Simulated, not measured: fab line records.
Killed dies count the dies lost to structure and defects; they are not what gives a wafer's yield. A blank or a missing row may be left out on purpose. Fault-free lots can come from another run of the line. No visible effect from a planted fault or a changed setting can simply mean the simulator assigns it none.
Which of the tools did it? | flow sky130 | 6 lots with 18 wafers sampled at 2 steps, on a route of 708 steps

WHAT EACH GAUGE READ, for each wafer
SKY_VIA3_THK_MEAS_01.
lot  | measured     | on            | VIA3_HDPCVD_THK (nm)
L861 | day 39 05:07 | film-metro-03 | 1646 1642 1620
L864 | day 40 00:42 | film-metro-04 | 1644 1629 1628
L867 | day 41 01:17 | film-metro-03 | 1669 1660 1616
L869 | day 41 12:29 | film-metro-04 | 1595 1609 1624
L872 | day 42 06:38 | film-metro-04 | 1614 1619 1627
L880 | day 44 05:41 | film-metro-03 | 1626 1652 1632

WHAT TOOL EACH LOT RAN ON (gives the tool, then ch and the chambers of the sampled wafers, and finally the start)
lot  | SKY_POLY_GATE_STRIP_18
L861 | plasma-asher-02 ch 0,1, day 17 00:26
L864 | plasma-asher-01 ch 0,1, day 18 06:56
L867 | plasma-asher-02 ch 0,1, day 19 06:59
L869 | plasma-asher-02 ch 0,1, day 19 17:40
L872 | plasma-asher-03 ch 0,1, day 20 23:42
L880 | plasma-asher-03 ch 0,1, day 23 12:53
- SKY_POLY_GATE_STRIP_18: strips in O2/N2.

THE ANSWER, worked out from the rows above alone
Rule: the lots themselves supply what counts as usual. Put in order of their means at a reading, lots are off if they are a third of the lots or fewer, leave a main group of 4 or more, and stand apart from it by a gap of 3 or more times the standard deviation of the main group's means; of several such gaps the widest counts. A main group whose means are all the same, to the digits that the tables above print for the reading, isn't used. A lot without any number at a reading at which 4 lots or more have one is off too. Any other lot the step has rows for is counted as sound.
No lot is off at any reading shown: from this, nothing can be told.

WHAT THE SIMULATOR HAD INSERTED
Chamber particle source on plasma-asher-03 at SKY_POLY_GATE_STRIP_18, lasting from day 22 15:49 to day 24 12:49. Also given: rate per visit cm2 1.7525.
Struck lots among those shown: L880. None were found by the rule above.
